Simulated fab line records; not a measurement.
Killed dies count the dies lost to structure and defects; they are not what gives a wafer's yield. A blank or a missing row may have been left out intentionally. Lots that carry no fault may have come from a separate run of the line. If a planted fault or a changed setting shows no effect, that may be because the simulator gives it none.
A lot that was struck, set against a sound lot + flow sky130 + 32 out of 708 route steps
Sound: these wafers, L252.1, L252.3, L252.4. The struck wafers were L272.3, L272.5, L272.6. The cause comes at the end.
For every step that has rows: the tool of each side, followed by ch and its chambers, followed by its first start. Under that, the readings that differ: sound wafers + struck wafers + difference of the means + sigmas: that difference in standard deviations of wafers without a fault.
alike: words and numbers the same on both sides, and readings whose means are apart by under 2 such deviations; not compared: readings that were withheld, readings missing a value for some wafer, numbers with overlapping values and no deviation given by the record, and bounds like >300 which may hide the same value.
Wherever a step has rows on one side only, a row that says differs or no value, or a row with sigmas, the two part there. Non-overlapping numbers with no deviation appear without sigmas and do not part them. Lack of a reading on every wafer of one side parts them only where that side has two or more wafers.

first, 4 steps without rows for these wafers: SKY_VIA1_STRIP_17 (strips in post etch residue remover, time 1200 s); SKY_VIA1_CLEAN_18 (cleans in IPA, time 180 s); SKY_VIA1_CLEAN_19 (cleans in O3/DIW); SKY_VIA1_SPUTTER_20 (material TiN, target thk 20 nm, time 80 s).
SKY_VIA1_CVD_21: deposits W, target thk 270 nm, time 80.902 s.
  sound on cvd-w-01 ch 0,1, day 34 21:30; struck on cvd-w-02 ch 0,1, day 41 02:46
  alike: heater-power-w
SKY_VIA1_RS_MEAS_22: a four-point-probe measurement.
  sound: film-metro-04 at day 34 21:36; struck: film-metro-01 at day 41 02:52
| reading            | sound             | struck            | difference | sigmas |
|--------------------|-------------------|-------------------|------------|--------|
| VIA1_W_RS (ohm/sq) | 0.420 0.423 0.421 | 0.431 0.433 0.428 | +0.009     | +3     |
SKY_VIA1_THK_MEAS_23: measures by xrf.
  sound: film-metro-04 at day 34 21:43; struck: film-metro-01 at day 41 02:58
  alike: VIA1_W_THK
SKY_VIA1_CMP_24: polishes, stops on SiO2, t overpolish 15 s, target thk 0 nm.
  sound on cmp-02 ch 1,2,3, day 34 21:47; struck on cmp-02 ch 1,2, day 41 03:03
| reading                | sound    | struck   | difference | sigmas |
|------------------------|----------|----------|------------|--------|
| time-to-endpoint-s (s) | 64 62 70 | 55 55 62 | -8         | -2     |
  alike: motor-current-A, overpolish-run-s
then, 2 steps without rows for these wafers: SKY_METAL2_SPUTTER_00 (material Ti, target thk 15 nm, time 10 s); SKY_METAL2_SPUTTER_01 (material TiN, target thk 20 nm, time 16.7 s).
SKY_METAL2_SPUTTER_02: material AlCu, target thk 250 nm, time 13.3 s.
  sound: pvd-sputter-01 at day 34 22:08; struck: pvd-sputter-03 at day 41 03:21
  alike: chamber-pressure-pa, throttle-valve-pct
then, 1 step without rows for these wafers: SKY_METAL2_SPUTTER_03 (material Ti, target thk 5 nm, time 3.3 s).
SKY_METAL2_SPUTTER_04: material TiN, target thk 70 nm, time 58.3 s.
  sound: pvd-sputter-01 at day 34 22:11; struck: pvd-sputter-03 at day 41 03:23
| reading                                    | sound                | struck               | difference | sigmas      |
|--------------------------------------------|----------------------|----------------------|------------|-------------|
| chamber-pressure-pa (Pa)                   | 0.4005 0.3991 0.3999 | 0.3017 0.3030 0.3025 | -0.0974    | -99 or more |
| throttle-valve-pct (%)                     | 30.5 30.4 29.1       | 34.4 34.8 33.3       | +4.2       | +3          |
| model.TiN_of_METAL2_SPUTTER_04.thk-nm (nm) | 70.5 70.87 71.15     | 71.96 72.26 71.98    | +1.23      |             |
SKY_METAL2_RS_MEAS_05: a four-point-probe measurement.
  sound: film-metro-02 at day 34 22:14; struck: film-metro-01 at day 41 03:29
  alike: METAL2_ALCU_RS
SKY_METAL2_THK_MEAS_06: measures by xrf.
  sound: film-metro-02 at day 34 22:21; struck: film-metro-01 at day 41 03:35
  alike: METAL2_ALCU_THK
then, 8 steps without rows for these wafers: SKY_METAL2_DEHYDRATE_07 (time 60 s); SKY_METAL2_HMDS_08 (prime time 60 s); SKY_METAL2_COAT_09 (resist thk 60 nm); SKY_METAL2_COAT_10 (resist thk 450 nm); SKY_METAL2_SOFTBAKE_11 (time 90 s); SKY_METAL2_EXPOSE_12 (exposes mask MM2, target cd 140 nm); SKY_METAL2_PEB_13; SKY_METAL2_DEVELOP_14 (develop time 60 s).
SKY_METAL2_CD_MEAS_15 targets a cd of 140 nm.
  sound: cd-sem-02 at day 35 23:11; struck: cd-sem-01 at day 42 03:11
  alike: cd-nm
SKY_METAL2_OVL_MEAS_16:
  sound: overlay-01 at day 35 23:19; struck: overlay-01 at day 42 03:17
  alike: METAL2_OVL
SKY_METAL2_DESCUM_17: chemistry O2, time 8 s.
  sound on rie-metal-02 ch 0,1, day 35 23:21; struck on rie-metal-03 ch 0,1, day 42 03:19
  alike: drypump-motor-current-A, oes-product-au, temp-c
  not compared: rf-hours-counter-h
then, 2 steps without rows for these wafers: SKY_METAL2_ETCH_18 (etches BARC in N2/H2, stops on SiO2, time 45.9 s, target depth 60 nm); SKY_METAL2_METAL_ETCH_19 (etches the open film in Cl2/BCl3, stops on SiO2, target depth 360 nm, time 78 s).
SKY_METAL2_STRIP_20: strips in O2/N2.
  sound on plasma-asher-03 ch 0,1, day 35 23:32; struck on plasma-asher-02 ch 0,1, day 42 03:31
  alike: drypump-motor-current-A, oes-product-au, strip-time-to-endpoint-s
  not compared: rf-hours-counter-h
SKY_METAL2_STRIP_21: strips in post etch residue remover, time 1200 s.
  sound on wet-bench-02 ch 3, day 35 23:38; struck on wet-bench-02 ch 3, day 42 03:35
| reading                                    | sound             | struck            | difference | sigmas |
|--------------------------------------------|-------------------|-------------------|------------|--------|
| model.TiN_of_METAL2_SPUTTER_04.thk-nm (nm) | 70.08 70.45 70.73 | 71.54 71.84 71.55 | +1.22      |        |
  alike: bath-heat-duty-pct, temp-c
then, 1 step without rows for these wafers: SKY_METAL2_CLEAN_22 (cleans in IPA, time 180 s).
-- the record jumps here: 9 days lie between the struck wafers' starts before and after (it left off in module METAL2 and takes up again in module PAD_OPEN, whose first step shown is number 708 of the route) --
SKY_PAD_OPEN_PROBE_99:
  sound: prober-01 at day 46 09:41; struck: prober-01 at day 50 23:37
  alike: defect-limited-yield, killed_at_M0_to_M3, killed_at_M4_up, killed-at-contacts, killed-at-front-end, killed-at-other, killed-dies, killed-open, killed-short, sort_bin_3_pad_short, sort_bin_5_function, sort_bin_6_memory, sort-n-pass, sort-yield-pct

WHERE THEY PART
First at SKY_VIA1_RS_MEAS_22; last, within this record, at SKY_METAL2_SPUTTER_04. Later steps at which nothing parts them and some readings are alike: SKY_METAL2_RS_MEAS_05, SKY_METAL2_THK_MEAS_06, SKY_METAL2_CD_MEAS_15, SKY_METAL2_OVL_MEAS_16, SKY_METAL2_DESCUM_17, SKY_METAL2_STRIP_20, SKY_METAL2_STRIP_21, SKY_PAD_OPEN_PROBE_99.

WHY: the cause the simulator had injected
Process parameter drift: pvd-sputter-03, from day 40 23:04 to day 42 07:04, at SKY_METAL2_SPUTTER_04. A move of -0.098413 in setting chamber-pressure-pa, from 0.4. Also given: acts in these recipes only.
